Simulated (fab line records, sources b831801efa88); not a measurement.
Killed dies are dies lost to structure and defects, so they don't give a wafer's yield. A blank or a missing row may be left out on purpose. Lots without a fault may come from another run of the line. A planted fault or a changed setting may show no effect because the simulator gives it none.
Which tool did it? | flow sfq_line | 15 lots, 45 wafers sampled, at 6 steps of a route of 325

WHAT THE GAUGES READ, wafer by wafer
SFQ_M8_THK_MEAS_950: measures by xrf.
lot  | measured     | on            | M8_AU_THK (nm)
L124 | day 68 02:54 | film_metro-04 | 184.3 180.9 182.5
L125 | day 68 10:16 | film_metro-01 | 187.1 181.7 186.8
L126 | day 68 19:47 | film_metro-01 | 185.4 184.5 183.0
L127 | day 68 23:17 | film_metro-04 | 182.8 183.3 185.5
L128 | day 69 05:18 | film_metro-03 | 182.9 182.3 182.7
L130 | day 70 02:50 | film_metro-03 | 183.7 179.6 184.8
L131 | day 70 11:26 | film_metro-04 | 178.9 178.7 181.2
L132 | day 70 18:47 | film_metro-03 | 181.8 187.8 184.5
L133 | day 71 02:45 | film_metro-04 | 183.7 181.9 180.6
L134 | day 74 07:10 | film_metro-01 | 182.8 179.5 180.9
L135 | day 74 09:33 | film_metro-01 | 179.0 183.6 182.1
L139 | day 75 01:02 | film_metro-01 | 178.4 183.3 180.8
L141 | day 78 03:26 | film_metro-04 | 181.6 185.6 183.3
L144 | day 78 15:33 | film_metro-04 | 181.4 182.1 184.2
L146 | day 78 19:10 | film_metro-01 | 182.4 184.4 186.0

SFQ_M8_BOW_MEAS_951.
lot  | measured     | on            | M8_BOW (um)
L124 | day 68 03:19 | film_metro-03 | 21 31 16
L125 | day 68 10:31 | film_metro-03 | 17 12 1
L126 | day 68 20:01 | film_metro-03 | 9 6 14
L127 | day 68 23:31 | film_metro-01 | 20 11 21
L128 | day 69 05:34 | film_metro-04 | 20 11 16
L130 | day 70 03:05 | film_metro-04 | 20 27 22
L131 | day 70 11:41 | film_metro-01 | 21 27 25
L132 | day 70 19:02 | film_metro-04 | 18 18 17
L133 | day 71 02:59 | film_metro-03 | 20 19 17
L134 | day 74 07:25 | film_metro-03 | 25 6 2
L135 | day 74 09:47 | film_metro-04 | 11 11 16
L139 | day 75 01:17 | film_metro-03 | 19 18 13
L141 | day 78 03:40 | film_metro-03 | 10 11 2
L144 | day 78 15:47 | film_metro-01 | -8 7 -9
L146 | day 78 19:26 | film_metro-03 | 12 20 3

WHICH TOOL RAN EACH LOT (tool, then ch and the chambers of the sampled wafers, then the start)
lot  | SFQ_TRILAYER_I5_STRIP_STRIP_148   | SFQ_TRILAYER_I7_CMP_CMP_184   | SFQ_TRILAYER_I7_METRO_MEASURE_185 | SFQ_TRILAYER_I7_VIA_ETCH_VIA_ETCH_190
L124 | rie_metal-03 ch 0,1, day 52 15:01 | cmp-02 ch 0,2, day 63 21:28   | film_metro-01, day 64 00:35       | rie_diel-01 ch 0,3, day 67 22:19
L125 | rie_metal-04 ch 0,1, day 53 03:01 | cmp-02 ch 1,3, day 64 03:58   | film_metro-02, day 64 06:47       | rie_diel-03 ch 0,2, day 68 04:29
L126 | rie_metal-04 ch 0, day 53 10:25   | cmp-01 ch 0,3, day 64 08:36   | film_metro-03, day 64 11:55       | rie_diel-03 ch 0,1,2, day 68 10:29
L127 | rie_metal-04 ch 0, day 53 15:01   | cmp-01 ch 1,2,3, day 64 17:36 | film_metro-02, day 64 20:43       | rie_diel-01 ch 0,1,3, day 68 18:42
L128 | rie_metal-03 ch 0,1, day 54 11:37 | cmp-01 ch 1,2, day 64 23:36   | film_metro-02, day 65 03:07       | rie_diel-03 ch 2,3, day 69 00:42
L130 | rie_metal-03 ch 0,1, day 55 03:01 | cmp-02 ch 0,1,2, day 65 13:00 | film_metro-03, day 65 16:07       | rie_diel-04 ch 0,2,3, day 69 18:42
L131 | rie_metal-03 ch 0,1, day 55 18:03 | cmp-02 ch 0,2,3, day 66 00:52 | film_metro-03, day 66 02:53       | rie_diel-01 ch 1,2,3, day 70 06:42
L132 | rie_metal-04 ch 0,1, day 55 23:51 | cmp-02 ch 0,1,3, day 66 05:22 | film_metro-02, day 66 08:41       | rie_diel-01 ch 0,2,3, day 70 14:04
L133 | rie_metal-03 ch 0,1, day 56 07:03 | cmp-02 ch 0,2,3, day 66 08:22 | film_metro-01, day 66 11:29       | rie_diel-03 ch 1,2, day 70 17:40
L134 | rie_metal-02 ch 0,1, day 56 13:15 | cmp-02 ch 0,1, day 70 04:06   | film_metro-02, day 70 07:37       | rie_diel-01 ch 0,1,3, day 74 02:26
L135 | rie_metal-04 ch 0,1, day 56 17:51 | cmp-01 ch 0,1,3, day 70 05:18 | film_metro-01, day 70 08:25       | rie_diel-03 ch 0,1, day 74 04:50
L139 | rie_metal-03 ch 0,1, day 57 16:39 | cmp-01 ch 1,2,3, day 71 05:52 | film_metro-03, day 71 08:23       | rie_diel-04 ch 1,2,3, day 74 20:26
L141 | rie_metal-04 ch 0,1, day 57 21:15 | cmp-01 ch 0,2,3, day 71 08:22 | film_metro-02, day 71 10:59       | rie_diel-03 ch 0,1,3, day 75 01:14
L144 | rie_metal-02 ch 0,1, day 58 15:15 | cmp-01 ch 0,1,2, day 71 18:50 | film_metro-03, day 71 21:57       | rie_diel-04 ch 0,1,2, day 75 12:05
L146 | rie_metal-02 ch 0,1, day 58 22:45 | cmp-02 ch 2,3, day 71 23:59   | film_metro-02, day 72 03:30       | rie_diel-03 ch 0,1,2, day 75 16:53
- SFQ_TRILAYER_I5_STRIP_STRIP_148: strips in O2.
- SFQ_TRILAYER_I7_CMP_CMP_184: polishes SiO2.
- SFQ_TRILAYER_I7_METRO_MEASURE_185
- SFQ_TRILAYER_I7_VIA_ETCH_VIA_ETCH_190: etches SiO2 in CHF3, stops on Nb, target depth 260 nm.

WHAT THE TOOLS THEMSELVES READ (means of the sampled wafers that have a number; where no wafer has one, the mark that the record gives instead)
SFQ_TRILAYER_I5_STRIP_STRIP_148.
lot  | tool         | drypump_motor_current_A (A) | oes_product_au (a.u.)
L124 | rie_metal-03 | 6.1                         | 1.003
L125 | rie_metal-04 | 6.0                         | 0.979
L126 | rie_metal-04 | 5.9                         | 0.991
L127 | rie_metal-04 | 5.8                         | 0.990
L128 | rie_metal-03 | 6.1                         | 1.005
L130 | rie_metal-03 | 6.4                         | 0.991
L131 | rie_metal-03 | 6.1                         | 1.002
L132 | rie_metal-04 | 6.0                         | 0.972
L133 | rie_metal-03 | 6.1                         | 1.004
L134 | rie_metal-02 | 5.7                         | 1.013
L135 | rie_metal-04 | 6.0                         | 0.976
L139 | rie_metal-03 | 6.1                         | 1.005
L141 | rie_metal-04 | 5.9                         | 0.989
L144 | rie_metal-02 | 5.7                         | 0.990
L146 | rie_metal-02 | 5.7                         | 1.006

SFQ_TRILAYER_I7_CMP_CMP_184.
lot  | tool   | motor_current_A (A) | slurry_flow_ml_min | time_to_endpoint_s (s)
L124 | cmp-02 | 9.6                 | 150.6              | 215
L125 | cmp-02 | 9.9                 | 150.4              | 205
L126 | cmp-01 | 10.7                | 149.6              | 210
L127 | cmp-01 | 11.5                | 150.0              | 211
L128 | cmp-01 | 12.0                | 149.3              | 209
L130 | cmp-02 | 9.4                 | 150.1              | 209
L131 | cmp-02 | 10.3                | 149.7              | 221
L132 | cmp-02 | 9.6                 | 150.2              | 204
L133 | cmp-02 | 10.3                | 149.8              | 209
L134 | cmp-02 | 9.6                 | 150.1              | 224
L135 | cmp-01 | 11.9                | 149.8              | 203
L139 | cmp-01 | 11.6                | 149.9              | 236
L141 | cmp-01 | 11.1                | 149.8              | 231
L144 | cmp-01 | 11.0                | 149.7              | 232
L146 | cmp-02 | 10.8                | 150.4              | 204

SFQ_TRILAYER_I7_METRO_MEASURE_185.
lot  | tool          | thk_nm (nm)
L124 | film_metro-01 | 199.3
L125 | film_metro-02 | 199.0
L126 | film_metro-03 | 199.6
L127 | film_metro-02 | 199.9
L128 | film_metro-02 | 200.9
L130 | film_metro-03 | 200.2
L131 | film_metro-03 | 200.7
L132 | film_metro-02 | 199.9
L133 | film_metro-01 | 200.5
L134 | film_metro-02 | 200.0
L135 | film_metro-01 | 198.9
L139 | film_metro-03 | 235.3
L141 | film_metro-02 | 234.0
L144 | film_metro-03 | 235.6
L146 | film_metro-02 | 198.7

SFQ_TRILAYER_I7_VIA_ETCH_VIA_ETCH_190.
lot  | tool        | drypump_motor_current_A (A) | oes_product_au (a.u.) | rf_fwd_power_W (W)
L124 | rie_diel-01 | 5.3                         | 0.853                 | 497.5
L125 | rie_diel-03 | 6.3                         | 0.854                 | 499.0
L126 | rie_diel-03 | 6.3                         | 0.855                 | 497.5
L127 | rie_diel-01 | 5.6                         | 0.852                 | 497.1
L128 | rie_diel-03 | 5.8                         | 0.859                 | 497.8
L130 | rie_diel-04 | 6.2                         | 0.856                 | 498.7
L131 | rie_diel-01 | 6.1                         | 0.851                 | 499.1
L132 | rie_diel-01 | 5.7                         | 0.856                 | 497.3
L133 | rie_diel-03 | 6.3                         | 0.856                 | 499.4
L134 | rie_diel-01 | 5.6                         | 0.853                 | 498.1
L135 | rie_diel-03 | 6.3                         | 0.846                 | 498.1
L139 | rie_diel-04 | 6.0                         | 0.899                 | 498.6
L141 | rie_diel-03 | 5.8                         | 0.902                 | 497.0
L144 | rie_diel-04 | 6.2                         | 0.910                 | 498.0
L146 | rie_diel-03 | 6.3                         | 0.854                 | 498.0

THE ANSWER, worked out from the rows above alone
Rule: what is usual is taken from the lots themselves. Put in order of their means at a reading, lots are off if they are a third of the lots or fewer, leave a main group of 4 or more, and stand apart from it by a gap of 3 or more times the standard deviation of the main group's means; of several such gaps the widest counts. A main group whose means are all the same, to the digits that the tables above print for the reading, isn't used. A lot without any number at a reading at which 4 lots or more have one is off too. The other lots that the step has rows for count as sound. The gauges are gone through in route order, then the tools' own readings, and for those a lot's mean is taken as printed above. The first step at which some lot is off is used, and at that step the reading that is off furthest; a lot without a number counts as furthest.
Off: L139, L141, L144, at SFQ_TRILAYER_I7_METRO_MEASURE_185 (thk_nm). The main group: mean 199.8 nm, standard deviation 0.69.
A tool fits if, at that step or a process step before it, it ran every lot that is off, and no sound lot after the first of them. One fits: cmp-01 at SFQ_TRILAYER_I7_CMP_CMP_184. Its last sound lot is L135 (day 70 05:18), its first lot that is off L139 (day 71 05:52): a fault that began between those two fits.

WHAT THE SIMULATOR HAD PUT IN
Process parameter drift: cmp-01, from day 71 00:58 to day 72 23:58, at SFQ_TRILAYER_I7_CMP_CMP_184. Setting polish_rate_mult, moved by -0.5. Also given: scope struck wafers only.
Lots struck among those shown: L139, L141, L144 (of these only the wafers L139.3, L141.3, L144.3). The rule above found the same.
